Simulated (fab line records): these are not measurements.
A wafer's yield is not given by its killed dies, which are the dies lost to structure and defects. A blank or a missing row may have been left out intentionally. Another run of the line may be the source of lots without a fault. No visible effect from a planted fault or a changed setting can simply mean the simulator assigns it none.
fab line records -- flow sky130
record: lots: 13, wafers: 39, last_day: 50
route steps=708 shown METAL1@438 VIA1@466 PAD_OPEN@708
lots with no fault: from the same line, run without faults
start_h: hours from the record's first day to the start of the lot's first wafer shown -- wait_h: time in hours since the lot's previous step -- " repeats the value in the row above -- L1.1+2: several wafers, shown together as one row -- - no value, or no start was given -- * or withheld: withheld -- < > ~ a bound
route shown NAME@n: NAME is a module with steps in the file, n the number in the route of the first one -- usual: average and standard deviation across the fault-free wafers -- same: alike in all rows -- chamber/n: place in a boat -- sites: per-site readings -- _std_site: the values' standard deviation -- _edge_site: the outer-site mean with the inner-site mean subtracted -- radius_mm: how far each site lies from the wafer's centre -- mask NAME#n: copy n -- behind: the most recent tool/chamber to have shaped the wafer -- hold: reason for holding the lot/hours on hold/outcome of the hold -- device: transistor that didn't switch, given as n, p or np -- end of line: tests run on the same wafers once the route is complete -- a step without rows: its recipe alone -- killed: count of dies lost to structure and defects at first sort (not the wafer's yield) -- map: a wafer's dies, marking killed ones x, the rest . and places with no die _
set.NAME: the setting as run; set.NAME@STEP: as run at that earlier step -- model.NAME: the simulator's own value behind a step, which no gauge read
one table for each step of the route and one row for each wafer, over a sample of lots
services: when a tool's chamber went out of use (start_h, in hours from the record's first day, below 0 if earlier), for how many hours, and the reason
== steps ==
step: SKY_METAL1_SPUTTER_04
recipe: material: TiN, target_thk_nm: 70, power_w: 6500, time_s: 58.3, chamber_pressure_pa: 0.4
usual: throttle_valve_pct: 30.1/1.1
lot.wafer,tool,chamber,start_h,wait_h,throttle_valve_pct
L985.3,pvd_sputter-01,-,728.71,0.0,28.7
L985.5,pvd_sputter-01,-,728.71,0.0,30.7
L985.6,pvd_sputter-01,-,728.71,0.0,29.1
L987.1,pvd_sputter-04,-,778.95,0.0,30.4
L987.2,pvd_sputter-04,-,778.95,0.0,29.0
L987.6,pvd_sputter-04,-,778.95,0.0,29.4
L989.1,pvd_sputter-03,-,780.43,0.0,29.2
L989.3,pvd_sputter-03,-,780.43,0.0,30.3
L989.6,pvd_sputter-03,-,780.43,0.0,29.2
L988.1,pvd_sputter-01,-,781.64,0.0,32.0
L988.4,pvd_sputter-01,-,781.64,0.0,30.6
L988.5,pvd_sputter-01,-,781.64,0.0,31.8
L992.3,pvd_sputter-04,-,800.25,0.0,30.2
L992.5,pvd_sputter-04,-,800.25,0.0,29.1
L992.6,pvd_sputter-04,-,800.25,0.0,27.8
L996.3,pvd_sputter-04,-,816.52,0.0,28.0
L996.5,pvd_sputter-04,-,816.52,0.0,29.6
L996.6,pvd_sputter-04,-,816.52,0.0,29.1
L101.2,pvd_sputter-04,-,854.22,0.0,29.6
L101.4,pvd_sputter-04,-,854.22,0.0,28.9
L101.5,pvd_sputter-04,-,854.22,0.0,28.9
L102.3,pvd_sputter-03,-,858.49,0.0,30.3
L102.4,pvd_sputter-03,-,858.49,0.0,31.0
L102.5,pvd_sputter-03,-,858.49,0.0,29.2
L103.2,pvd_sputter-03,-,871.47,0.0,30.4
L103.4,pvd_sputter-03,-,871.47,0.0,29.9
L103.6,pvd_sputter-03,-,871.47,0.0,30.1
L105.1,pvd_sputter-01,-,882.62,0.0,30.4
L105.3,pvd_sputter-01,-,882.62,0.0,30.9
L105.6,pvd_sputter-01,-,882.62,0.0,31.8
L106.1,pvd_sputter-01,-,887.07,0.0,31.1
L106.3,pvd_sputter-01,-,887.07,0.0,29.3
L106.5,pvd_sputter-01,-,887.07,0.0,31.1
L107.3,pvd_sputter-04,-,901.63,0.0,28.0
L107.5,pvd_sputter-04,-,901.63,0.0,28.1
L107.6,pvd_sputter-04,-,901.63,0.0,30.2
L108.1,pvd_sputter-03,-,902.23,0.0,29.2
L108.2,pvd_sputter-03,-,902.23,0.0,30.9
L108.5,pvd_sputter-03,-,902.23,0.0,29.2
step: SKY_METAL1_THK_MEAS_06
recipe: thk_meas_gauge: xrf, reads: AlCu_of_METAL1_SPUTTER_02
usual: METAL1_ALCU_THK: 251/3.5
lot.wafer,tool,chamber,start_h,wait_h,METAL1_ALCU_THK[nm]
L985.3,film_metro-01,-,728.90,0.1,250
L985.5,film_metro-01,-,728.90,0.1,250
L985.6,film_metro-01,-,728.90,0.1,247
L987.1,film_metro-02,-,779.11,0.1,254
L987.2,film_metro-02,-,779.11,0.1,255
L987.6,film_metro-02,-,779.11,0.1,256
L989.1,film_metro-01,-,780.60,0.1,250
L989.3,film_metro-01,-,780.60,0.1,247
L989.6,film_metro-01,-,780.60,0.1,251
L988.1,film_metro-01,-,781.81,0.1,259
L988.4,film_metro-01,-,781.81,0.1,259
L988.5,film_metro-01,-,781.81,0.1,257
L992.3,film_metro-01,-,800.44,0.1,247
L992.5,film_metro-01,-,800.44,0.1,251
L992.6,film_metro-01,-,800.44,0.1,252
L996.3,film_metro-04,-,816.71,0.1,250
L996.5,film_metro-04,-,816.71,0.1,255
L996.6,film_metro-04,-,816.71,0.1,256
L101.2,film_metro-01,-,854.40,0.1,251
L101.4,film_metro-01,-,854.40,0.1,251
L101.5,film_metro-01,-,854.40,0.1,252
L102.3,film_metro-02,-,858.68,0.1,248
L102.4,film_metro-02,-,858.68,0.1,248
L102.5,film_metro-02,-,858.68,0.1,251
L103.2,film_metro-01,-,871.65,0.1,255
L103.4,film_metro-01,-,871.65,0.1,260
L103.6,film_metro-01,-,871.65,0.1,252
L105.1,film_metro-01,-,882.79,0.1,255
L105.3,film_metro-01,-,882.79,0.1,252
L105.6,film_metro-01,-,882.79,0.1,254
L106.1,film_metro-01,-,887.24,0.1,249
L106.3,film_metro-01,-,887.24,0.1,249
L106.5,film_metro-01,-,887.24,0.1,249
L107.3,film_metro-01,-,901.81,0.1,245
L107.5,film_metro-01,-,901.81,0.1,248
L107.6,film_metro-01,-,901.81,0.1,247
L108.1,film_metro-01,-,902.40,0.1,252
L108.2,film_metro-01,-,902.40,0.1,252
L108.5,film_metro-01,-,902.40,0.1,256
step: SKY_VIA1_SOFTBAKE_08
recipe: temp_c: 100, time_s: 90, resist: KrF-thick
usual: heater_power_total_W: 57.35/0.11, run_length_s: 119.15/0.22
lot.wafer,tool,chamber,start_h,wait_h,heater_power_total_W,run_length_s
L985.3,litho_track-04,0,769,-,57.42,118.91
L985.5,litho_track-04,0,770,-,57.28,118.98
L985.6,litho_track-04,0,770,-,57.30,118.72
L987.1,litho_track-01,0,821,-,57.26,119.05
L987.2,litho_track-01,0,821,-,57.45,119.05
L987.6,litho_track-01,0,821,-,57.33,119.33
L989.1,litho_track-01,0,822,-,57.39,119.07
L989.3,litho_track-01,0,822,-,57.37,119.17
L989.6,litho_track-01,0,822,-,57.38,119.05
L988.1,litho_track-03,0,823,-,57.25,119.39
L988.4,litho_track-03,0,823,-,57.31,119.23
L988.5,litho_track-03,0,823,-,57.44,119.33
L992.3,litho_track-03,0,841,-,62.95,96.99
L992.5,litho_track-03,0,841,-,62.87,96.85
L992.6,litho_track-03,0,841,-,57.30,119.38
L996.3,litho_track-03,0,856,-,62.94,97.06
L996.5,litho_track-03,0,856,-,62.77,96.97
L996.6,litho_track-03,0,856,-,57.28,119.31
L101.2,litho_track-04,0,895,-,57.43,118.87
L101.4,litho_track-04,0,895,-,57.25,118.80
L101.5,litho_track-04,0,895,-,57.40,118.73
L102.3,litho_track-04,0,900,-,57.20,119.01
L102.4,litho_track-04,0,900,-,57.34,118.84
L102.5,litho_track-04,0,900,-,57.43,118.76
L103.2,litho_track-04,0,911,-,57.47,118.95
L103.4,litho_track-04,0,911,-,57.27,118.97
L103.6,litho_track-04,0,911,-,57.26,118.95
L105.1,litho_track-04,0,923,-,57.26,118.99
L105.3,litho_track-04,0,923,-,57.50,118.77
L105.6,litho_track-04,0,923,-,57.42,118.76
L106.1,litho_track-03,0,926,-,57.49,119.33
L106.3,litho_track-03,0,926,-,57.16,119.27
L106.5,litho_track-03,0,926,-,57.51,119.17
L107.3,litho_track-01,0,939,-,57.38,119.15
L107.5,litho_track-01,0,939,-,57.33,119.20
L107.6,litho_track-01,0,939,-,57.42,119.10
L108.1,litho_track-03,0,940,-,57.27,119.30
L108.2,litho_track-03,0,940,-,57.21,119.41
L108.5,litho_track-03,0,940,-,57.28,119.27
step: SKY_VIA1_OVL_MEAS_13
usual: VIA1_OVL: 2/5
lot.wafer,tool,chamber,start_h,wait_h,VIA1_OVL[nm]
L985.3,overlay-01,-,782.53,0.1,10
L985.5,overlay-01,-,782.53,0.1,-3
L985.6,overlay-01,-,782.53,0.1,5
L987.1,overlay-02,-,834.66,0.1,-5
L987.2,overlay-02,-,834.66,0.1,2
L987.6,overlay-02,-,834.66,0.1,3
L989.1,overlay-02,-,835.01,0.1,10
L989.3,overlay-02,-,835.01,0.1,0
L989.6,overlay-02,-,835.01,0.1,2
L988.1,overlay-01,-,836.51,0.1,-6
L988.4,overlay-01,-,836.51,0.1,-6
L988.5,overlay-01,-,836.51,0.1,-8
L992.3,overlay-02,-,854.85,0.1,5
L992.5,overlay-02,-,854.85,0.1,2
L992.6,overlay-02,-,854.85,0.1,-1
L996.3,overlay-02,-,870.33,0.1,0
L996.5,overlay-02,-,870.33,0.1,6
L996.6,overlay-02,-,870.33,0.1,0
L101.2,overlay-01,-,907.82,0.1,-6
L101.4,overlay-01,-,907.82,0.1,3
L101.5,overlay-01,-,907.82,0.1,6
L102.3,overlay-01,-,912.08,0.1,4
L102.4,overlay-01,-,912.08,0.1,4
L102.5,overlay-01,-,912.08,0.1,0
L103.2,overlay-01,-,924.07,0.1,9
L103.4,overlay-01,-,924.07,0.1,3
L103.6,overlay-01,-,924.07,0.1,9
L105.1,overlay-02,-,935.27,0.1,3
L105.3,overlay-02,-,935.27,0.1,-1
L105.6,overlay-02,-,935.27,0.1,-1
L106.1,overlay-01,-,938.61,0.1,4
L106.3,overlay-01,-,938.61,0.1,10
L106.5,overlay-01,-,938.61,0.1,6
L107.3,overlay-01,-,951.92,0.1,2
L107.5,overlay-01,-,951.92,0.1,1
L107.6,overlay-01,-,951.92,0.1,5
L108.1,overlay-01,-,953.29,0.1,3
L108.2,overlay-01,-,953.29,0.1,-1
L108.5,overlay-01,-,953.29,0.1,-3
step: SKY_PAD_OPEN_PROBE_99
usual: defect_limited_yield: 82.7/2, killed_at_M0_to_M3: 43/7.4, killed_at_M4_up: 3.5/2.1, killed_at_contacts: 24/5.4, killed_at_front_end: 15/4.7, killed_at_other: 0.2/0.44, killed_dies: 85/10, killed_open: 47/7.1, killed_short: 38/7, sort_bin_3_pad_short: 0.9/0.41, sort_bin_5_function: 10.4/1.6, sort_bin_6_memory: 6.1/1.1, sort_n_pass: 407/10, sort_yield_pct: 82.7/2
same: gross_dies: 492, killed_at_back_side: 0, sort_bin_4_leakage[%]: 0, sort_bin_8_speed[%]: 0
lot.wafer,tool,chamber,start_h,wait_h,defect_limited_yield[%],killed_at_M0_to_M3,killed_at_M4_up,killed_at_contacts,killed_at_front_end,killed_at_other,killed_dies,killed_open,killed_short,sort_bin_3_pad_short[%],sort_bin_5_function[%],sort_bin_6_memory[%],sort_n_pass,sort_yield_pct[%]
L985.3,prober-02,-,1067.32,0.2,82.1,48,0,26,14,0,88,45,43,1.2,9.3,7.3,404,82.1
L985.5,prober-02,-,1067.42,0.2,78.3,57,3,26,21,0,107,56,51,1.2,12.8,7.7,385,78.3
L985.6,prober-02,-,1067.47,0.2,80.7,51,4,18,21,1,95,47,48,1.2,12.2,5.9,397,80.7
L989.1,prober-02,-,1109.41,0.1,81.3,50,4,22,16,0,92,58,34,1.6,10.8,6.3,400,81.3
L989.3,prober-02,-,1109.51,0.2,78.0,57,8,27,16,0,108,54,54,1.0,12.0,8.9,384,78.0
L989.6,prober-02,-,1109.66,0.2,86.0,46,3,16,4,0,69,37,32,1.0,8.5,4.5,423,86.0
L101.2,prober-02,-,1164.39,0.1,84.3,44,2,21,10,0,77,41,36,1.0,8.7,5.9,415,84.3
L101.4,prober-02,-,1164.49,0.2,84.8,42,4,18,11,0,75,31,44,1.4,8.1,5.7,417,84.8
L101.5,prober-02,-,1164.54,0.2,84.6,30,7,22,17,0,76,38,38,1.0,7.7,6.7,416,84.6
L102.3,prober-01,-,1167.77,0.2,84.1,40,2,25,11,0,78,42,36,0.2,10.6,5.1,414,84.1
L102.4,prober-01,-,1167.82,0.2,81.9,44,2,28,15,0,89,47,41,1.6,9.8,6.7,403,81.9
L102.5,prober-01,-,1167.87,0.2,85.6,33,2,20,16,0,71,37,33,0.6,9.1,4.7,421,85.6
L103.2,prober-02,-,1176.03,0.1,80.7,60,5,23,7,0,95,50,45,0.8,12.0,6.5,397,80.7
L103.4,prober-02,-,1176.13,0.2,81.3,49,2,21,20,0,92,55,37,1.0,12.2,5.5,400,81.3
L103.6,prober-02,-,1176.23,0.2,83.5,32,4,24,21,0,81,47,34,0.4,10.6,5.5,411,83.5
L105.1,prober-02,-,1182.53,0.1,83.9,38,5,28,8,0,79,42,37,0.6,11.2,4.3,413,83.9
L105.3,prober-02,-,1182.63,0.2,81.3,50,1,24,17,0,92,55,37,0.8,10.4,7.5,400,81.3
L105.6,prober-02,-,1182.78,0.2,82.7,41,8,19,17,0,85,42,43,0.6,10.8,5.9,407,82.7
L106.1,prober-01,-,1185.21,0.1,78.7,59,4,34,8,0,105,48,57,1.2,12.8,7.3,387,78.7
L106.3,prober-01,-,1185.31,0.2,81.5,48,4,20,18,1,91,50,41,0.4,11.4,6.7,401,81.5
L106.5,prober-01,-,1185.41,0.2,78.7,48,2,39,16,0,105,52,53,1.0,14.0,6.3,387,78.7
L107.3,prober-02,-,1192.93,0.2,81.5,47,3,29,12,0,91,50,41,2.0,10.8,5.7,401,81.5
L107.5,prober-02,-,1193.03,0.2,85.0,40,3,14,16,1,74,47,27,0.6,8.9,5.5,418,85.0
L107.6,prober-02,-,1193.08,0.2,82.3,50,4,20,13,0,87,52,34,1.4,10.2,6.1,405,82.3
killed by level:class
L985.3 CONTACT:geometric_particle:open=12 VIA2:geometric_particle:open=8 METAL1:geometric_particle:short=7 VIA3:geometric_particle:open=7 VIA1:geometric_particle:short=6 VIA1:geometric_particle:open=5 LOCAL_INTERCONNECT:geometric_particle:short=5 METAL3:geometric_particle:short=5
L985.5 VIA1:geometric_particle:open=14 CONTACT:geometric_particle:open=11 FIELD_ISO:geometric_particle:open=8 METAL2:geometric_particle:short=8 METAL1:geometric_particle:short=7 VIA2:geometric_particle:open=7 VIA1:geometric_particle:short=7 POLY_GATE:geometric_particle:short=5
L985.6 VIA1:geometric_particle:open=10 METAL2:geometric_particle:short=10 VIA1:geometric_particle:short=7 CONTACT:geometric_particle:short=6 VIA2:geometric_particle:open=6 CONTACT:geometric_particle:open=5 METAL1:geometric_particle:short=5 POLY_GATE:geometric_particle:short=4
L989.1 VIA3:geometric_particle:open=11 VIA1:geometric_particle:open=10 LI_CONTACT:geometric_particle:open=7 CONTACT:geometric_particle:open=7 METAL1:geometric_particle:short=7 VIA2:geometric_particle:open=7 FIELD_ISO:geometric_particle:open=6 CONTACT:geometric_particle:short=6
L989.3 VIA1:geometric_particle:open=17 CONTACT:geometric_particle:open=12 METAL1:geometric_particle:short=12 POLY_GATE:geometric_particle:short=6 LOCAL_INTERCONNECT:geometric_particle:short=6 CONTACT:geometric_particle:short=6 METAL4:geometric_particle:short=5 VIA3:geometric_particle:open=5
L989.6 METAL2:geometric_particle:short=9 VIA1:geometric_particle:open=7 VIA2:geometric_particle:open=7 CONTACT:geometric_particle:open=6 CONTACT:geometric_particle:short=5 METAL1:geometric_particle:short=4 VIA1:geometric_particle:short=4 METAL1:geometric_particle:open=4
L101.2 METAL1:geometric_particle:short=12 VIA1:geometric_particle:open=10 CONTACT:geometric_particle:open=9 CONTACT:geometric_particle:short=5 VIA2:geometric_particle:open=4 VIA1:geometric_particle:short=4 FIELD_ISO:geometric_particle:open=3 LI_CONTACT:geometric_particle:short=3
L101.4 METAL1:geometric_particle:short=9 VIA1:geometric_particle:short=7 VIA1:geometric_particle:open=6 CONTACT:geometric_particle:open=5 VIA3:geometric_particle:open=5 LI_CONTACT:geometric_particle:open=4 CONTACT:geometric_particle:short=4 METAL2:geometric_particle:short=4
L101.5 CONTACT:geometric_particle:open=7 METAL1:geometric_particle:short=6 VIA1:geometric_particle:open=6 FIELD_ISO:geometric_particle:short=5 LI_CONTACT:geometric_particle:open=5 CONTACT:geometric_particle:short=4 VIA2:geometric_particle:open=4 VIA3:geometric_particle:open=4
L102.3 LI_CONTACT:geometric_particle:open=8 VIA3:geometric_particle:open=8 VIA1:geometric_particle:open=7 CONTACT:geometric_particle:short=7 CONTACT:geometric_particle:open=6 POLY_GATE:geometric_particle:open=5 VIA2:geometric_particle:open=5 VIA3:geometric_particle:short=5
L102.4 VIA1:geometric_particle:open=11 VIA3:geometric_particle:open=10 LI_CONTACT:geometric_particle:open=8 CONTACT:geometric_particle:open=6 LOCAL_INTERCONNECT:geometric_particle:short=5 CONTACT:geometric_particle:short=5 METAL3:geometric_particle:short=5 FIELD_ISO:geometric_particle:short=4
L102.5 VIA1:geometric_particle:open=10 CONTACT:geometric_particle:open=9 METAL2:geometric_particle:short=6 POLY_GATE:geometric_particle:short=5 LI_CONTACT:geometric_particle:open=4 FIELD_ISO:geometric_particle:open=3 POLY_GATE:geometric_particle:open=3 CONTACT:geometric_particle:short=3
L103.2 VIA1:geometric_particle:open=21 METAL1:geometric_particle:short=10 VIA2:geometric_particle:open=8 LOCAL_INTERCONNECT:geometric_particle:short=8 LI_CONTACT:geometric_particle:open=6 FIELD_ISO:geometric_particle:short=5 CONTACT:geometric_particle:open=5 METAL2:geometric_particle:short=5
L103.4 VIA1:geometric_particle:open=12 VIA3:geometric_particle:open=9 LI_CONTACT:geometric_particle:open=7 CONTACT:geometric_particle:open=6 POLY_GATE:geometric_particle:open=5 POLY_GATE:geometric_particle:short=5 METAL2:geometric_particle:open=5 METAL2:geometric_particle:short=5
L103.6 POLY_GATE:geometric_particle:open=8 VIA1:geometric_particle:open=8 CONTACT:geometric_particle:open=8 LOCAL_INTERCONNECT:geometric_particle:short=7 FIELD_ISO:geometric_particle:short=6 VIA2:geometric_particle:open=6 LI_CONTACT:geometric_particle:open=6 METAL1:geometric_particle:short=6
L105.1 VIA1:geometric_particle:open=10 CONTACT:geometric_particle:open=9 LI_CONTACT:geometric_particle:open=8 METAL1:geometric_particle:short=7 METAL1:geometric_particle:open=4 LOCAL_INTERCONNECT:geometric_particle:short=4 CONTACT:geometric_particle:short=4 METAL2:geometric_particle:short=4
L105.3 VIA1:geometric_particle:open=14 CONTACT:geometric_particle:open=13 METAL2:geometric_particle:short=11 LI_CONTACT:geometric_particle:open=5 FIELD_ISO:geometric_particle:short=4 POLY_GATE:geometric_particle:open=4 LI_CONTACT:geometric_particle:short=4 VIA1:geometric_particle:short=4
L105.6 VIA1:geometric_particle:open=11 LI_CONTACT:geometric_particle:open=8 FIELD_ISO:geometric_particle:short=7 METAL1:geometric_particle:short=7 METAL4:geometric_particle:short=7 VIA2:geometric_particle:open=6 CONTACT:geometric_particle:open=5 METAL2:geometric_particle:short=4
L106.1 METAL2:geometric_particle:short=10 LI_CONTACT:geometric_particle:open=9 VIA1:geometric_particle:open=9 VIA2:geometric_particle:open=8 CONTACT:geometric_particle:open=8 LI_CONTACT:geometric_particle:short=7 CONTACT:geometric_particle:short=7 VIA1:geometric_particle:short=6
L106.3 LI_CONTACT:geometric_particle:open=9 VIA1:geometric_particle:open=8 METAL1:geometric_particle:short=8 CONTACT:geometric_particle:open=6 METAL2:geometric_particle:short=6 VIA3:geometric_particle:open=6 FIELD_ISO:geometric_particle:short=5 VIA2:geometric_particle:short=5
L106.5 VIA1:geometric_particle:open=10 CONTACT:geometric_particle:short=10 CONTACT:geometric_particle:open=10 METAL2:geometric_particle:short=9 LI_CONTACT:geometric_particle:open=8 LOCAL_INTERCONNECT:geometric_particle:short=7 VIA2:geometric_particle:open=6 VIA3:geometric_particle:open=6
L107.3 VIA1:geometric_particle:open=13 CONTACT:geometric_particle:open=11 LOCAL_INTERCONNECT:geometric_particle:short=8 LI_CONTACT:geometric_particle:open=7 VIA2:geometric_particle:open=7 FIELD_ISO:geometric_particle:short=6 METAL1:geometric_particle:short=6 VIA1:geometric_particle:short=6
L107.5 VIA1:geometric_particle:open=10 FIELD_ISO:geometric_particle:open=7 VIA3:geometric_particle:open=6 METAL1:geometric_particle:short=5 VIA2:geometric_particle:open=5 LI_CONTACT:geometric_particle:open=4 VIA1:geometric_particle:short=4 POLY_GATE:geometric_particle:short=3
L107.6 VIA2:geometric_particle:open=10 CONTACT:geometric_particle:open=9 VIA1:geometric_particle:open=8 METAL1:geometric_particle:short=7 FIELD_ISO:geometric_particle:open=6 VIA1:geometric_particle:short=6 VIA3:geometric_particle:open=6 LI_CONTACT:geometric_particle:open=5
== services ==
tool,chamber,start_h,hours,kind
pvd_sputter-01,-,713.34,9.1,repair
pvd_sputter-03,-,718.10,6.2,repair
pvd_sputter-04,-,828.49,2.8,repair
pvd_sputter-01,-,842.46,0.5,repair
pvd_sputter-03,-,850.45,5.4,repair
pvd_sputter-03,-,850.84,1.9,repair
pvd_sputter-01,-,866.82,1.1,repair
pvd_sputter-04,-,888.62,10.4,repair
pvd_sputter-03,-,889.20,6.1,repair
== key ==
first_sign: step: SKY_VIA1_SOFTBAKE_08, reading: run_length_s, direction: down, sigmas: 99+, usual: *, struck: *
effect: step: SKY_VIA1_SOFTBAKE_08, reading: heater_power_total_W, direction: up, sigmas: 49, usual: *, struck: *
met_at SKY_VIA1_SOFTBAKE_08
struck_lots L992,L996
struck_wafers L992.3,L992.5,L996.3,L996.5
not_acting_at SKY_METAL1_SPUTTER_04,SKY_METAL1_THK_MEAS_06,SKY_VIA1_OVL_MEAS_13
onset_between 823 841
fault: kind: process_parameter_drift, tool: litho_track-03, chamber: -, onset_h: 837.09, steps: SKY_VIA1_SOFTBAKE_08, channel: time_s, offset: *, shape: step, end_h: 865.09, scope: struck_wafers_only, acts_in: *, stated: *
